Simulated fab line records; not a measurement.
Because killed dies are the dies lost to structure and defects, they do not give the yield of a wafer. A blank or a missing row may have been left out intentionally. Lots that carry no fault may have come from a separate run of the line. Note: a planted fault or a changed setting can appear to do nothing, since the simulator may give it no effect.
Matching of chambers || flow gf180mcu || rie_si-02 running GF_STI_ETCH_14: 4 sister chambers
The step etches Si in HBr/Cl2/O2, target depth 360 nm, time 102.9 s. 7 wafers are shown with their chamber, then 7 later ones without.

## EACH WAFER AND ITS CHAMBER
{"wafer": "L229.2", "chamber": 0, "drypump_motor_current_A (A)": 5.4, "run_length_s (s)": 131.5}
{"wafer": "L230.5", "chamber": 1, "drypump_motor_current_A (A)": 5.6, "run_length_s (s)": 130.8}
{"wafer": "L232.3", "chamber": 1, "drypump_motor_current_A (A)": 5.6, "run_length_s (s)": 130.9}
{"wafer": "L239.4", "chamber": 3, "drypump_motor_current_A (A)": 6.7, "run_length_s (s)": 131.4}
{"wafer": "L239.5", "chamber": 2, "drypump_motor_current_A (A)": 6.4, "run_length_s (s)": 130.9}
{"wafer": "L242.1", "chamber": 3, "drypump_motor_current_A (A)": 6.7, "run_length_s (s)": 131.5}
{"wafer": "L242.5", "chamber": 2, "drypump_motor_current_A (A)": 6.5, "run_length_s (s)": 131.1}

## WAFERS WITHOUT THEIR CHAMBER
{"wafer": "L242.6", "drypump_motor_current_A (A)": 5.6, "run_length_s (s)": 131.3}
{"wafer": "L246.1", "drypump_motor_current_A (A)": 5.4, "run_length_s (s)": 130.7}
{"wafer": "L246.2", "drypump_motor_current_A (A)": 5.6, "run_length_s (s)": 131.0}
{"wafer": "L246.4", "drypump_motor_current_A (A)": 6.5, "run_length_s (s)": 131.0}
{"wafer": "L247.3", "drypump_motor_current_A (A)": 6.4, "run_length_s (s)": 131.2}
{"wafer": "L247.5", "drypump_motor_current_A (A)": 6.4, "run_length_s (s)": 131.1}
{"wafer": "L247.6", "drypump_motor_current_A (A)": 6.7, "run_length_s (s)": 131.8}

## WHICH CHAMBER EACH ONE RAN IN
{"wafer": "L242.6", "from the rows above": "can't be placed: 1 or 0", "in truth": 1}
{"wafer": "L246.1", "from the rows above": 1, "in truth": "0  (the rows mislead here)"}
{"wafer": "L246.2", "from the rows above": 1, "in truth": 1}
{"wafer": "L246.4", "from the rows above": 2, "in truth": 2}
{"wafer": "L247.3", "from the rows above": 2, "in truth": 2}
{"wafer": "L247.5", "from the rows above": 2, "in truth": 2}
{"wafer": "L247.6", "from the rows above": 3, "in truth": 3}
Correct placement for 5 of the 7. Cannot be placed on the basis of these rows: 1; the candidates contain the true chamber in 1. Number placed wrongly: 1.
How it was worked out, from the rows above alone: a wafer's distance from a chamber is the root of the sum, over the readings, of the square of ((its reading less the chamber's mean) divided by the reading's scatter). If the next closest chamber is less than 2 further off than the closest, the wafer can't be placed; otherwise it belongs to the closest. A chamber's mean is the mean of its shown wafers. The scatter: take each reading less its chamber's mean, square it, sum over the shown wafers, divide by the number of wafers less the number of chambers, and take the root.
